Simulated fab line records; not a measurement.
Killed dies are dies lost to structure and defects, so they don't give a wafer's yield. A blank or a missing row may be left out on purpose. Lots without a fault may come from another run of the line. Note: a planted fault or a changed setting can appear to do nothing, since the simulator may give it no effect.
fab line records :: flow sky130
record:
  lots: 5
  wafers: 15
  lastDay: 50
route steps=708 shown FIELD_ISO@3 PAD_OPEN@708
lots with no fault: from the same line, run without faults
startH: hours from the record's opening day to when the first of the lot's shown wafers began :: waitH: time in hours since the lot's previous step :: " unchanged from the row above :: L1.1+2: a single row standing in for several wafers :: - no value, or no start was given :: * or withheld: withheld :: < > ~ a bound
route shown NAME@n: a module of which the file shows steps, and the number in the route of the first :: usual: the fault-free wafers' mean and standard deviation :: same: alike in all rows :: chamber/n: place in a boat :: sites: per-site readings :: _std_site: standard deviation of those values :: _edge_site: the outer-site mean with the inner-site mean subtracted :: radiusMm: how far each site lies from the wafer's centre :: mask NAME#n: copy n :: behind: the last tool/chamber to shape the wafer :: hold: what put the lot on hold/how long, in hours/how the hold closed :: device: the transistor (n, p or np) that didn't switch :: end of line: the tests these same wafers got at the end of their route :: a step with no rows: only its recipe :: killed: dies lost to structure and defects at the first sort, not the wafer's yield :: map: per-die view of a wafer (x killed, . not killed, _ where there is no die)
set.NAME: the setting as run; set.NAME@STEP: as run at that earlier step :: model.NAME: the simulator's own value behind a step, which no gauge read
lots seen at some steps along the route; tables by step, rows by wafer
services: a tool's chamber out of use, with start hour (startH, from the record's first day; less than 0 if before it), hours out, and reason
== steps ==
step: SKY_FIELD_ISO_THK_MEAS_02
recipe:
  reads: SiO2_of_FIELD_ISO_OXIDATION_01
usual:
  FIELD_ISO_OXIDATION_00_THK: 11.85/0.21
lot.wafer: L425.1
tool: filmMetro-01
chamber: -
startH: 12.36
waitH: 0.0
FIELD_ISO_OXIDATION_00_THK[nm]: 11.72

lot.wafer: L425.4
tool: filmMetro-01
chamber: -
startH: 12.36
waitH: 0.0
FIELD_ISO_OXIDATION_00_THK[nm]: 11.84

lot.wafer: L425.6
tool: filmMetro-01
chamber: -
startH: 12.36
waitH: 0.0
FIELD_ISO_OXIDATION_00_THK[nm]: 11.62

lot.wafer: L427.2
tool: filmMetro-04
chamber: -
startH: 22.58
waitH: 0.0
FIELD_ISO_OXIDATION_00_THK[nm]: 11.63

lot.wafer: L427.3
tool: filmMetro-04
chamber: -
startH: 22.58
waitH: 0.0
FIELD_ISO_OXIDATION_00_THK[nm]: 11.70

lot.wafer: L427.6
tool: filmMetro-04
chamber: -
startH: 22.58
waitH: 0.0
FIELD_ISO_OXIDATION_00_THK[nm]: 11.98

lot.wafer: L438.1
tool: filmMetro-01
chamber: -
startH: 77.78
waitH: 0.0
FIELD_ISO_OXIDATION_00_THK[nm]: 11.80

lot.wafer: L438.2
tool: filmMetro-01
chamber: -
startH: 77.78
waitH: 0.0
FIELD_ISO_OXIDATION_00_THK[nm]: 11.80

lot.wafer: L438.3
tool: filmMetro-01
chamber: -
startH: 77.78
waitH: 0.0
FIELD_ISO_OXIDATION_00_THK[nm]: 11.74

lot.wafer: L439.2
tool: filmMetro-04
chamber: -
startH: 82.04
waitH: 0.0
FIELD_ISO_OXIDATION_00_THK[nm]: 11.75

lot.wafer: L439.3
tool: filmMetro-04
chamber: -
startH: 82.04
waitH: 0.0
FIELD_ISO_OXIDATION_00_THK[nm]: 12.12

lot.wafer: L439.4
tool: filmMetro-04
chamber: -
startH: 82.04
waitH: 0.0
FIELD_ISO_OXIDATION_00_THK[nm]: 11.88

lot.wafer: L447.2
tool: filmMetro-04
chamber: -
startH: 122.10
waitH: 0.0
FIELD_ISO_OXIDATION_00_THK[nm]: 12.01

lot.wafer: L447.4
tool: filmMetro-04
chamber: -
startH: 122.10
waitH: 0.0
FIELD_ISO_OXIDATION_00_THK[nm]: 12.20

lot.wafer: L447.6
tool: filmMetro-04
chamber: -
startH: 122.10
waitH: 0.0
FIELD_ISO_OXIDATION_00_THK[nm]: 11.97
step: SKY_FIELD_ISO_CVD_03
recipe:
  material: Si3N4
  precursor: DCS/NH3
  targetThkNm: 165
  tempC: 770
  timeS: 2830
  pressureMtorr: 250
step: SKY_FIELD_ISO_THK_MEAS_04
recipe:
  reads: Si3N4_of_FIELD_ISO_CVD_03
usual:
  FIELD_ISO_CVD_03_THK: 165.4/1.6
lot.wafer: L425.1
tool: filmMetro-04
chamber: -
startH: 14.20
waitH: 0.0
FIELD_ISO_CVD_03_THK[nm]: 167.2

lot.wafer: L425.4
tool: filmMetro-04
chamber: -
startH: 14.20
waitH: 0.0
FIELD_ISO_CVD_03_THK[nm]: 167.5

lot.wafer: L425.6
tool: filmMetro-04
chamber: -
startH: 14.20
waitH: 0.0
FIELD_ISO_CVD_03_THK[nm]: 167.9

lot.wafer: L427.2
tool: filmMetro-01
chamber: -
startH: 24.93
waitH: 0.0
FIELD_ISO_CVD_03_THK[nm]: 167.0

lot.wafer: L427.3
tool: filmMetro-01
chamber: -
startH: 24.93
waitH: 0.0
FIELD_ISO_CVD_03_THK[nm]: 166.9

lot.wafer: L427.6
tool: filmMetro-01
chamber: -
startH: 24.93
waitH: 0.0
FIELD_ISO_CVD_03_THK[nm]: 167.6

lot.wafer: L438.1
tool: filmMetro-01
chamber: -
startH: 80.58
waitH: 0.0
FIELD_ISO_CVD_03_THK[nm]: 164.9

lot.wafer: L438.2
tool: filmMetro-01
chamber: -
startH: 80.58
waitH: 0.0
FIELD_ISO_CVD_03_THK[nm]: 165.1

lot.wafer: L438.3
tool: filmMetro-01
chamber: -
startH: 80.58
waitH: 0.0
FIELD_ISO_CVD_03_THK[nm]: 166.0

lot.wafer: L439.2
tool: filmMetro-03
chamber: -
startH: 84.63
waitH: 0.0
FIELD_ISO_CVD_03_THK[nm]: 163.9

lot.wafer: L439.3
tool: filmMetro-03
chamber: -
startH: 84.63
waitH: 0.0
FIELD_ISO_CVD_03_THK[nm]: 165.0

lot.wafer: L439.4
tool: filmMetro-03
chamber: -
startH: 84.63
waitH: 0.0
FIELD_ISO_CVD_03_THK[nm]: 163.6

lot.wafer: L447.2
tool: filmMetro-03
chamber: -
startH: 126.08
waitH: 0.0
FIELD_ISO_CVD_03_THK[nm]: 163.0

lot.wafer: L447.4
tool: filmMetro-03
chamber: -
startH: 126.08
waitH: 0.0
FIELD_ISO_CVD_03_THK[nm]: 161.2

lot.wafer: L447.6
tool: filmMetro-03
chamber: -
startH: 126.08
waitH: 0.0
FIELD_ISO_CVD_03_THK[nm]: 165.0
step: SKY_FIELD_ISO_DEHYDRATE_05
recipe:
  tempC: 200
  timeS: 60
step: SKY_FIELD_ISO_HMDS_06
recipe:
  primeTimeS: 60
  primeTempC: 120
step: SKY_FIELD_ISO_COAT_07
recipe:
  resist: BARC
  tempC: withheld
  timeS: withheld
  spinRpm: 3000
  resistThkNm: 60
step: SKY_FIELD_ISO_COAT_08
recipe:
  resist: KrF-thick
  spinRpm: 3000
  resistThkNm: 450
step: SKY_FIELD_ISO_SOFTBAKE_09
recipe:
  tempC: 100
  timeS: 90
  resist: KrF-thick
step: SKY_FIELD_ISO_EXPOSE_10
recipe:
  maskId: FOM
  na: 0.68
  sourceShape: annular
  sigmaInner: 0.4
  sigmaOuter: 0.8
  targetCdNm: 150
  doseMj: 28
step: SKY_FIELD_ISO_PEB_11
recipe:
  pebTempC: withheld
  pebTimeS: withheld
  resist: KrF-thick
step: SKY_FIELD_ISO_DEVELOP_12
recipe:
  developTimeS: 60
  resist: KrF-thick
  devTempC: 21
step: SKY_FIELD_ISO_CD_MEAS_13
recipe:
  targetCdNm: 150
usual:
  cdNm: 149.6/1.2
lot.wafer: L425.1
tool: cdSem-02
chamber: -
startH: 28.48
waitH: -
cdNm: 149.6

lot.wafer: L425.4
tool: cdSem-02
chamber: -
startH: 28.48
waitH: -
cdNm: 148.6

lot.wafer: L425.6
tool: cdSem-02
chamber: -
startH: 28.48
waitH: -
cdNm: 148.7

lot.wafer: L427.2
tool: cdSem-02
chamber: -
startH: 40.27
waitH: -
cdNm: 148.2

lot.wafer: L427.3
tool: cdSem-02
chamber: -
startH: 40.27
waitH: -
cdNm: 149.2

lot.wafer: L427.6
tool: cdSem-02
chamber: -
startH: 40.27
waitH: -
cdNm: 148.4

lot.wafer: L438.1
tool: cdSem-02
chamber: -
startH: 98.16
waitH: -
cdNm: 150.9

lot.wafer: L438.2
tool: cdSem-02
chamber: -
startH: 98.16
waitH: -
cdNm: 150.2

lot.wafer: L438.3
tool: cdSem-02
chamber: -
startH: 98.16
waitH: -
cdNm: 148.6

lot.wafer: L439.2
tool: cdSem-02
chamber: -
startH: 102.12
waitH: -
cdNm: 149.4

lot.wafer: L439.3
tool: cdSem-02
chamber: -
startH: 102.12
waitH: -
cdNm: 149.4

lot.wafer: L439.4
tool: cdSem-02
chamber: -
startH: 102.12
waitH: -
cdNm: 148.2

lot.wafer: L447.2
tool: cdSem-02
chamber: -
startH: 145.23
waitH: -
cdNm: 147.6

lot.wafer: L447.4
tool: cdSem-02
chamber: -
startH: 145.23
waitH: -
cdNm: 148.3

lot.wafer: L447.6
tool: cdSem-02
chamber: -
startH: 145.23
waitH: -
cdNm: 146.8
step: SKY_FIELD_ISO_ETCH_14
recipe:
  chemistry: N2/H2
  target: BARC
  ionEnergyEv: 200
  sourceW: 500
  biasW: 100
  pressureMtorr: 30
  n2FlowSccm: 100
  h2FlowSccm: 200
  stopOn: SiO2
  timeS: 45.9
  targetDepthA: 600
usual:
  biasW: 99.98/0.3
  drypumpMotorCurrentA: 5.6/0.5
  oesProductAu: 0.855/0.0052
  rfFwdPowerW: 494.5/2.2
  throttleValvePct: 13.225/0.0093
lot.wafer: L425.1
tool: rieDiel-01
chamber: 0
startH: 28.60
waitH: 0.1
biasW: 100.11
drypumpMotorCurrentA: 5.5
oesProductAu: 0.862
rfFwdPowerW: 495.6
rfHoursCounterH: 50
throttleValvePct: 13.209
model.KrF-thick_of_FIELD_ISO_COAT_08.thkNm: 394.6

lot.wafer: L425.4
tool: rieDiel-01
chamber: 1
startH: 28.60
waitH: 0.1
biasW: 99.62
drypumpMotorCurrentA: 5.0
oesProductAu: 0.849
rfFwdPowerW: 490.1
rfHoursCounterH: 28
throttleValvePct: 13.224
model.KrF-thick_of_FIELD_ISO_COAT_08.thkNm: 396.5

lot.wafer: L425.6
tool: rieDiel-01
chamber: 2
startH: 28.60
waitH: 0.1
biasW: 100.15
drypumpMotorCurrentA: 5.4
oesProductAu: 0.862
rfFwdPowerW: 493.0
rfHoursCounterH: -
throttleValvePct: 13.212
model.KrF-thick_of_FIELD_ISO_COAT_08.thkNm: 396.9

lot.wafer: L427.2
tool: rieDiel-03
chamber: 0
startH: 40.37
waitH: 0.1
biasW: 100.16
drypumpMotorCurrentA: 6.6
oesProductAu: 0.849
rfFwdPowerW: 494.4
rfHoursCounterH: 5
throttleValvePct: 13.211
model.KrF-thick_of_FIELD_ISO_COAT_08.thkNm: 393.9

lot.wafer: L427.3
tool: rieDiel-03
chamber: 3
startH: 40.37
waitH: 0.1
biasW: 99.92
drypumpMotorCurrentA: 5.5
oesProductAu: 0.843
rfFwdPowerW: 496.2
rfHoursCounterH: 158
throttleValvePct: 13.222
model.KrF-thick_of_FIELD_ISO_COAT_08.thkNm: 393.4

lot.wafer: L427.6
tool: rieDiel-03
chamber: 3
startH: 40.37
waitH: 0.1
biasW: 100.30
drypumpMotorCurrentA: 5.5
oesProductAu: 0.854
rfFwdPowerW: 493.7
rfHoursCounterH: -
throttleValvePct: 13.217
model.KrF-thick_of_FIELD_ISO_COAT_08.thkNm: 394.6

lot.wafer: L438.1
tool: rieDiel-01
chamber: 2
startH: 98.28
waitH: 0.1
biasW: 100.15
drypumpMotorCurrentA: 5.5
oesProductAu: 0.863
rfFwdPowerW: 493.3
rfHoursCounterH: 88
throttleValvePct: 13.221
model.KrF-thick_of_FIELD_ISO_COAT_08.thkNm: 394.2

lot.wafer: L438.2
tool: rieDiel-01
chamber: 1
startH: 98.28
waitH: 0.1
biasW: 100.34
drypumpMotorCurrentA: 5.0
oesProductAu: 0.861
rfFwdPowerW: 491.1
rfHoursCounterH: 29
throttleValvePct: 13.214
model.KrF-thick_of_FIELD_ISO_COAT_08.thkNm: 393.3

lot.wafer: L438.3
tool: rieDiel-01
chamber: 0
startH: 98.28
waitH: 0.1
biasW: 99.68
drypumpMotorCurrentA: 5.5
oesProductAu: 0.861
rfFwdPowerW: 495.9
rfHoursCounterH: 52
throttleValvePct: 13.212
model.KrF-thick_of_FIELD_ISO_COAT_08.thkNm: 392.7

lot.wafer: L439.2
tool: rieDiel-01
chamber: 1
startH: 102.22
waitH: 0.1
biasW: 100.51
drypumpMotorCurrentA: 5.0
oesProductAu: 0.850
rfFwdPowerW: 492.9
rfHoursCounterH: 30
throttleValvePct: 13.226
model.KrF-thick_of_FIELD_ISO_COAT_08.thkNm: 397.4

lot.wafer: L439.3
tool: rieDiel-01
chamber: 2
startH: 102.22
waitH: 0.1
biasW: 100.36
drypumpMotorCurrentA: 5.5
oesProductAu: 0.850
rfFwdPowerW: 495.4
rfHoursCounterH: 88
throttleValvePct: 13.235
model.KrF-thick_of_FIELD_ISO_COAT_08.thkNm: 397.1

lot.wafer: L439.4
tool: rieDiel-01
chamber: 0
startH: 102.22
waitH: 0.1
biasW: 100.01
drypumpMotorCurrentA: 5.5
oesProductAu: 0.842
rfFwdPowerW: 494.9
rfHoursCounterH: 52
throttleValvePct: 13.217
model.KrF-thick_of_FIELD_ISO_COAT_08.thkNm: 395.6

lot.wafer: L447.2
tool: rieDiel-03
chamber: 3
startH: 145.33
waitH: 0.1
biasW: 99.37
drypumpMotorCurrentA: 5.5
oesProductAu: 0.850
rfFwdPowerW: 496.0
rfHoursCounterH: 0
throttleValvePct: 13.223
model.KrF-thick_of_FIELD_ISO_COAT_08.thkNm: 396.2

lot.wafer: L447.4
tool: rieDiel-03
chamber: 0
startH: 145.33
waitH: 0.1
biasW: 99.76
drypumpMotorCurrentA: 6.7
oesProductAu: 0.852
rfFwdPowerW: 572.3
rfHoursCounterH: 7
throttleValvePct: 13.236
model.KrF-thick_of_FIELD_ISO_COAT_08.thkNm: 386.2

lot.wafer: L447.6
tool: rieDiel-03
chamber: 2
startH: 145.33
waitH: 0.1
biasW: 99.99
drypumpMotorCurrentA: 5.1
oesProductAu: 0.853
rfFwdPowerW: 492.5
rfHoursCounterH: -
throttleValvePct: 13.219
model.KrF-thick_of_FIELD_ISO_COAT_08.thkNm: 393.7
step: SKY_FIELD_ISO_ETCH_15
recipe:
  chemistry: CHF3/O2
  targetDepthNm: 180
  stopOn: Si
  sourceW: 600
  biasW: 200
  pressureMtorr: 40
  chf3FlowSccm: 50
  O2_flow_sccm: 5
  timeS: 72
usual:
  biasW: 200.1/0.64
  drypumpMotorCurrentA: 5.6/0.5
  oesProductAu: 0.947/0.0074
  rfFwdPowerW: 594.9/2.2
  throttleValvePct: 8.844/0.0091
lot.wafer: L425.1
tool: rieDiel-01
chamber: 0
startH: 28.65
waitH: 0.0
biasW: 200.3
drypumpMotorCurrentA: 5.5
oesProductAu: 0.960
rfFwdPowerW: 594.7
rfHoursCounterH: 50
throttleValvePct: 8.844

lot.wafer: L425.4
tool: rieDiel-01
chamber: 1
startH: 28.65
waitH: 0.0
biasW: 200.0
drypumpMotorCurrentA: 5.0
oesProductAu: 0.955
rfFwdPowerW: 590.3
rfHoursCounterH: 28
throttleValvePct: 8.842

lot.wafer: L425.6
tool: rieDiel-01
chamber: 2
startH: 28.65
waitH: 0.0
biasW: 200.5
drypumpMotorCurrentA: 5.4
oesProductAu: 0.957
rfFwdPowerW: 593.8
rfHoursCounterH: -
throttleValvePct: 8.836

lot.wafer: L427.2
tool: rieDiel-03
chamber: 0
startH: 40.42
waitH: 0.0
biasW: 200.0
drypumpMotorCurrentA: 6.6
oesProductAu: 0.953
rfFwdPowerW: 593.1
rfHoursCounterH: 5
throttleValvePct: 8.836

lot.wafer: L427.3
tool: rieDiel-03
chamber: 3
startH: 40.42
waitH: 0.0
biasW: 200.1
drypumpMotorCurrentA: 5.5
oesProductAu: 0.962
rfFwdPowerW: 596.2
rfHoursCounterH: 158
throttleValvePct: 8.838

lot.wafer: L427.6
tool: rieDiel-03
chamber: 3
startH: 40.42
waitH: 0.0
biasW: 200.1
drypumpMotorCurrentA: 5.5
oesProductAu: 0.954
rfFwdPowerW: 596.7
rfHoursCounterH: -
throttleValvePct: 8.848

lot.wafer: L438.1
tool: rieDiel-01
chamber: 2
startH: 98.32
waitH: 0.0
biasW: 202.6
drypumpMotorCurrentA: 5.4
oesProductAu: 0.943
rfFwdPowerW: 589.8
rfHoursCounterH: 88
throttleValvePct: 8.861

lot.wafer: L438.2
tool: rieDiel-01
chamber: 1
startH: 98.32
waitH: 0.0
biasW: 199.6
drypumpMotorCurrentA: 5.0
oesProductAu: 0.946
rfFwdPowerW: 595.7
rfHoursCounterH: 29
throttleValvePct: 8.845

lot.wafer: L438.3
tool: rieDiel-01
chamber: 0
startH: 98.32
waitH: 0.0
biasW: 199.2
drypumpMotorCurrentA: 5.5
oesProductAu: 0.946
rfFwdPowerW: 598.8
rfHoursCounterH: 52
throttleValvePct: 8.843

lot.wafer: L439.2
tool: rieDiel-01
chamber: 1
startH: 102.27
waitH: 0.0
biasW: 199.7
drypumpMotorCurrentA: 5.0
oesProductAu: 0.940
rfFwdPowerW: 594.3
rfHoursCounterH: 30
throttleValvePct: 8.844

lot.wafer: L439.3
tool: rieDiel-01
chamber: 2
startH: 102.27
waitH: 0.0
biasW: 199.3
drypumpMotorCurrentA: 5.5
oesProductAu: 0.944
rfFwdPowerW: 593.8
rfHoursCounterH: 88
throttleValvePct: 8.844

lot.wafer: L439.4
tool: rieDiel-01
chamber: 0
startH: 102.27
waitH: 0.0
biasW: 200.5
drypumpMotorCurrentA: 5.5
oesProductAu: 0.936
rfFwdPowerW: 597.7
rfHoursCounterH: 52
throttleValvePct: 8.858

lot.wafer: L447.2
tool: rieDiel-03
chamber: 3
startH: 145.37
waitH: 0.0
biasW: 199.5
drypumpMotorCurrentA: 5.5
oesProductAu: 0.930
rfFwdPowerW: 595.1
rfHoursCounterH: 0
throttleValvePct: 8.846

lot.wafer: L447.4
tool: rieDiel-03
chamber: 0
startH: 145.37
waitH: 0.0
biasW: 199.8
drypumpMotorCurrentA: 6.6
oesProductAu: 0.924
rfFwdPowerW: 591.3
rfHoursCounterH: 7
throttleValvePct: 8.839

lot.wafer: L447.6
tool: rieDiel-03
chamber: 2
startH: 145.37
waitH: 0.0
biasW: 200.6
drypumpMotorCurrentA: 5.1
oesProductAu: 0.944
rfFwdPowerW: 595.7
rfHoursCounterH: -
throttleValvePct: 8.844
step: SKY_PAD_OPEN_PROBE_99
usual:
  killed_at_M0_to_M3: 43/6.6
  killed_at_M4_up: 3.0/1.8
  killedAtContacts: 24/5.1
  killedAtFrontEnd: 16/4.5
  killedAtOther: 0.3/0.67
  killedDies: 86/9.3
  killedOpen: 47/6.9
  killedShort: 39/6.6
same:
  grossDies: 492
  killedAtBackSide: 0
lot.wafer: L425.1
tool: prober-01
chamber: -
startH: 1069.08
waitH: 0.1
killed_at_M0_to_M3: 52
killed_at_M4_up: 3
killedAtContacts: 22
killedAtFrontEnd: 12
killedAtOther: 0
killedDies: 89
killedOpen: 51
killedShort: 35

lot.wafer: L425.4
tool: prober-01
chamber: -
startH: 1069.23
waitH: 0.2
killed_at_M0_to_M3: 39
killed_at_M4_up: 3
killedAtContacts: 21
killedAtFrontEnd: 18
killedAtOther: 0
killedDies: 81
killedOpen: 46
killedShort: 35

lot.wafer: L425.6
tool: prober-01
chamber: -
startH: 1069.33
waitH: 0.2
killed_at_M0_to_M3: 47
killed_at_M4_up: 6
killedAtContacts: 28
killedAtFrontEnd: 14
killedAtOther: 0
killedDies: 95
killedOpen: 47
killedShort: 48

lot.wafer: L427.2
tool: prober-02
chamber: -
startH: 1081.28
waitH: 0.1
killed_at_M0_to_M3: 40
killed_at_M4_up: 3
killedAtContacts: 16
killedAtFrontEnd: 14
killedAtOther: 0
killedDies: 73
killedOpen: 47
killedShort: 26

lot.wafer: L427.3
tool: prober-02
chamber: -
startH: 1081.33
waitH: 0.2
killed_at_M0_to_M3: 32
killed_at_M4_up: 2
killedAtContacts: 22
killedAtFrontEnd: 12
killedAtOther: 0
killedDies: 68
killedOpen: 36
killedShort: 30

lot.wafer: L427.6
tool: prober-02
chamber: -
startH: 1081.48
waitH: 0.2
killed_at_M0_to_M3: 51
killed_at_M4_up: 5
killedAtContacts: 21
killedAtFrontEnd: 17
killedAtOther: 0
killedDies: 94
killedOpen: 45
killedShort: 44

lot.wafer: L438.1
tool: prober-01
chamber: -
startH: 1149.39
waitH: 0.1
killed_at_M0_to_M3: 45
killed_at_M4_up: 3
killedAtContacts: 22
killedAtFrontEnd: 19
killedAtOther: 0
killedDies: 89
killedOpen: 44
killedShort: 45

lot.wafer: L438.2
tool: prober-01
chamber: -
startH: 1149.44
waitH: 0.1
killed_at_M0_to_M3: 41
killed_at_M4_up: 0
killedAtContacts: 21
killedAtFrontEnd: 21
killedAtOther: 0
killedDies: 83
killedOpen: 42
killedShort: 41

lot.wafer: L438.3
tool: prober-01
chamber: -
startH: 1149.49
waitH: 0.2
killed_at_M0_to_M3: 42
killed_at_M4_up: 4
killedAtContacts: 30
killedAtFrontEnd: 12
killedAtOther: 0
killedDies: 88
killedOpen: 57
killedShort: 31

lot.wafer: L439.2
tool: prober-02
chamber: -
startH: 1152.49
waitH: 0.1
killed_at_M0_to_M3: 30
killed_at_M4_up: 4
killedAtContacts: 24
killedAtFrontEnd: 19
killedAtOther: 0
killedDies: 77
killedOpen: 40
killedShort: 37

lot.wafer: L439.3
tool: prober-02
chamber: -
startH: 1152.54
waitH: 0.2
killed_at_M0_to_M3: 43
killed_at_M4_up: 6
killedAtContacts: 19
killedAtFrontEnd: 11
killedAtOther: 0
killedDies: 79
killedOpen: 38
killedShort: 40

lot.wafer: L439.4
tool: prober-02
chamber: -
startH: 1152.59
waitH: 0.2
killed_at_M0_to_M3: 33
killed_at_M4_up: 5
killedAtContacts: 28
killedAtFrontEnd: 11
killedAtOther: 0
killedDies: 77
killedOpen: 39
killedShort: 37

lot.wafer: L447.2
tool: prober-01
chamber: -
startH: 1193.44
waitH: 0.1
killed_at_M0_to_M3: 40
killed_at_M4_up: 2
killedAtContacts: 23
killedAtFrontEnd: 15
killedAtOther: 1
killedDies: 81
killedOpen: 50
killedShort: 31

lot.wafer: L447.4
tool: prober-01
chamber: -
startH: 1193.54
waitH: 0.2
killed_at_M0_to_M3: 51
killed_at_M4_up: 4
killedAtContacts: 34
killedAtFrontEnd: 16
killedAtOther: 0
killedDies: 105
killedOpen: 54
killedShort: 51

lot.wafer: L447.6
tool: prober-01
chamber: -
startH: 1193.64
waitH: 0.2
killed_at_M0_to_M3: 44
killed_at_M4_up: 3
killedAtContacts: 17
killedAtFrontEnd: 18
killedAtOther: 0
killedDies: 82
killedOpen: 52
killedShort: 30
killed by level:class
L425.1 VIA1:geometricParticle:open=14 LI_CONTACT:geometricParticle:open=7 VIA3:geometricParticle:open=7 CONTACT:geometricParticle:open=6 VIA1:geometricParticle:short=6 METAL1:geometricParticle:short=4 POLY_GATE:geometricParticle:open=4 VIA2:geometricParticle:open=4
L425.4 VIA1:geometricParticle:open=16 FIELD_ISO:geometricParticle:open=7 CONTACT:geometricParticle:open=7 LI_CONTACT:geometricParticle:open=5 FIELD_ISO:geometricParticle:short=4 CONTACT:geometricParticle:short=4 VIA1:geometricParticle:short=4 POLY_GATE:geometricParticle:short=3
L425.6 VIA1:geometricParticle:open=14 CONTACT:geometricParticle:open=8 CONTACT:geometricParticle:short=8 FIELD_ISO:geometricParticle:short=7 LI_CONTACT:geometricParticle:open=7 METAL3:geometricParticle:short=6 VIA1:geometricParticle:short=6 VIA3:geometricParticle:open=6
L427.2 VIA1:geometricParticle:open=14 VIA3:geometricParticle:open=9 CONTACT:geometricParticle:open=5 FIELD_ISO:geometricParticle:open=4 LI_CONTACT:geometricParticle:open=4 LOCAL_INTERCONNECT:geometricParticle:short=4 FIELD_ISO:geometricParticle:short=3 POLY_GATE:geometricParticle:open=3
L427.3 LI_CONTACT:geometricParticle:open=7 CONTACT:geometricParticle:open=7 FIELD_ISO:geometricParticle:open=5 VIA1:geometricParticle:open=5 VIA2:geometricParticle:open=5 VIA3:geometricParticle:short=5 VIA2:geometricParticle:short=4 CONTACT:geometricParticle:short=4
L427.6 VIA1:geometricParticle:open=10 METAL1:geometricParticle:short=9 FIELD_ISO:geometricParticle:open=7 METAL2:geometricParticle:short=7 VIA3:geometricParticle:open=6 CONTACT:geometricParticle:open=6 LI_CONTACT:geometricParticle:open=5 CONTACT:geometricParticle:short=5
L438.1 CONTACT:geometricParticle:open=8 VIA3:geometricParticle:open=8 FIELD_ISO:geometricParticle:short=7 VIA2:geometricParticle:short=7 VIA1:geometricParticle:open=6 METAL2:geometricParticle:short=6 LI_CONTACT:geometricParticle:open=5 FIELD_ISO:geometricParticle:open=4
L438.2 VIA2:geometricParticle:open=9 FIELD_ISO:geometricParticle:short=7 VIA1:geometricParticle:open=7 CONTACT:geometricParticle:open=6 VIA3:geometricParticle:open=6 CONTACT:geometricParticle:short=5 METAL2:geometricParticle:short=5 POLY_GATE:geometricParticle:short=4
L438.3 VIA1:geometricParticle:open=13 LI_CONTACT:geometricParticle:open=12 CONTACT:geometricParticle:open=10 VIA2:geometricParticle:open=6 VIA3:geometricParticle:open=6 CONTACT:geometricParticle:short=5 METAL1:geometricParticle:short=4 FIELD_ISO:geometricParticle:open=3
L439.2 CONTACT:geometricParticle:open=10 LI_CONTACT:geometricParticle:open=7 FIELD_ISO:geometricParticle:open=6 VIA1:geometricParticle:open=5 METAL1:geometricParticle:short=5 VIA1:geometricParticle:short=5 METAL2:geometricParticle:short=5 VIA2:geometricParticle:open=5
L439.3 CONTACT:geometricParticle:open=8 VIA1:geometricParticle:short=7 METAL1:geometricParticle:short=6 VIA2:geometricParticle:open=6 METAL4:geometricParticle:short=6 LI_CONTACT:geometricParticle:open=5 METAL2:geometricParticle:short=5 VIA1:geometricParticle:open=5
L439.4 CONTACT:geometricParticle:open=13 VIA1:geometricParticle:open=6 VIA3:geometricParticle:open=6 FIELD_ISO:geometricParticle:short=5 CONTACT:geometricParticle:short=5 METAL1:geometricParticle:short=5 LI_CONTACT:geometricParticle:short=4 LI_CONTACT:geometricParticle:open=4
L447.2 CONTACT:geometricParticle:open=11 VIA3:geometricParticle:open=9 VIA1:geometricParticle:open=7 LI_CONTACT:geometricParticle:open=6 METAL1:geometricParticle:short=5 POLY_GATE:geometricParticle:open=4 METAL2:geometricParticle:short=4 FIELD_ISO:geometricParticle:open=3
L447.4 CONTACT:geometricParticle:open=12 VIA1:geometricParticle:open=10 VIA3:geometricParticle:open=9 VIA3:geometricParticle:short=7 METAL2:geometricParticle:short=7 LI_CONTACT:geometricParticle:open=6 LOCAL_INTERCONNECT:geometricParticle:short=6 CONTACT:geometricParticle:short=6
L447.6 VIA1:geometricParticle:open=15 CONTACT:geometricParticle:open=9 POLY_GATE:geometricParticle:open=6 FIELD_ISO:geometricParticle:open=5 VIA2:geometricParticle:open=5 LI_CONTACT:geometricParticle:open=4 METAL1:geometricParticle:short=4 METAL2:geometricParticle:short=4
== services ==
tool: rieDiel-01
chamber: 2
startH: 50.19
hours: 8.4
kind: repair

tool: rieDiel-01
chamber: 2
startH: 65.04
hours: 7.0
kind: repair

tool: rieDiel-03
chamber: 3
startH: 125.26
hours: -
kind: clean

tool: rieDiel-03
chamber: 3
startH: 125.26
hours: 18.0
kind: scheduledDown

tool: rieDiel-03
chamber: 3
startH: 125.26
hours: 18.0
kind: ventCycle

tool: rieDiel-01
chamber: 3
startH: 129.62
hours: 4.2
kind: repair
== key ==
firstSign:
  step: SKY_FIELD_ISO_ETCH_14
  reading: rfFwdPowerW
  direction: up
  sigmas: 36
  usual: 494.5
  struck: 572.3
effect none on later readings
modelEffect:
  step: SKY_FIELD_ISO_ETCH_14
  value: KrF-thick_of_FIELD_ISO_COAT_08.thkNm
  without: 392.5
  struck: 386.2
metAt SKY_FIELD_ISO_ETCH_14
struckWafers L447.4
testerLeftOut L447
onsetBetween 40.37 145.33
fault:
  kind: processParameterDrift
  tool: rieDiel-03
  chamber: 0
  onsetH: 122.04
  steps: SKY_FIELD_ISO_ETCH_14
  channel: sourceW
  offset: 80
  shape: step
  endH: 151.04
  actsIn: theseRecipesOnly
  stated: 500
testerLeftOut: of these lots the tester's yield and bins aren't shown, on N5 and GAA mostly nor the transistor test; their killed dies are dies lost to structure and defects alone, not to doping, threshold or leakage, so they don't give the yield
